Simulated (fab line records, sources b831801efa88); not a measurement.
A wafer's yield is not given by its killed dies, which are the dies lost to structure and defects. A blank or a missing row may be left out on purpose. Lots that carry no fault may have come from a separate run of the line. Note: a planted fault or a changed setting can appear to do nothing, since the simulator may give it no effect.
Chamber matching -- flow sky130 -- 3 sister chambers for SKY_CONTACT_CVD_00 on pecvd-02
The step deposits Si3N4, target thk 75 nm. 3 wafers are shown with their chamber, then 9 later ones without.

## EACH WAFER AND ITS CHAMBER
wafer,chamber,heaterPowerW (W)
L082.3,0,664
L091.4,2,756
L091.5,1,704

## WAFERS MISSING THEIR CHAMBER
wafer,heaterPowerW (W)
L092.1,841
L092.3,739
L092.5,681
L096.1,672
L096.3,611
L096.4,803
L097.1,703
L097.2,721
L097.5,715

## EACH ONE'S CHAMBER
wafer,from the rows above,in truth
L092.1,can't be placed: 2 or 1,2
L092.3,can't be placed: 2 or 1 or 0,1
L092.5,can't be placed: 0 or 1 or 2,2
L096.1,can't be placed: 0 or 1 or 2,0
L096.3,can't be placed: 0 or 1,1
L096.4,can't be placed: 2 or 1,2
L097.1,can't be placed: 1 or 0 or 2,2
L097.2,can't be placed: 1 or 2 or 0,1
L097.5,can't be placed: 1 or 2 or 0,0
Correctly placed: 0 of 9. Not placeable from these rows: 9 (in 9, the candidates include the true chamber). Wrongly placed: 0.
How it was worked out, from the rows above alone: a wafer's distance from a chamber is the root of the sum, over the readings, of the square of ((its reading less the chamber's mean) divided by the reading's scatter). The wafer belongs to the nearest chamber; if the next one is less than 2 further off, it can't be placed. A chamber's mean is the mean of its shown wafers. The scatter: root of mean squared gap, hidden wafer to nearest shown wafer, with one shown wafer a chamber.
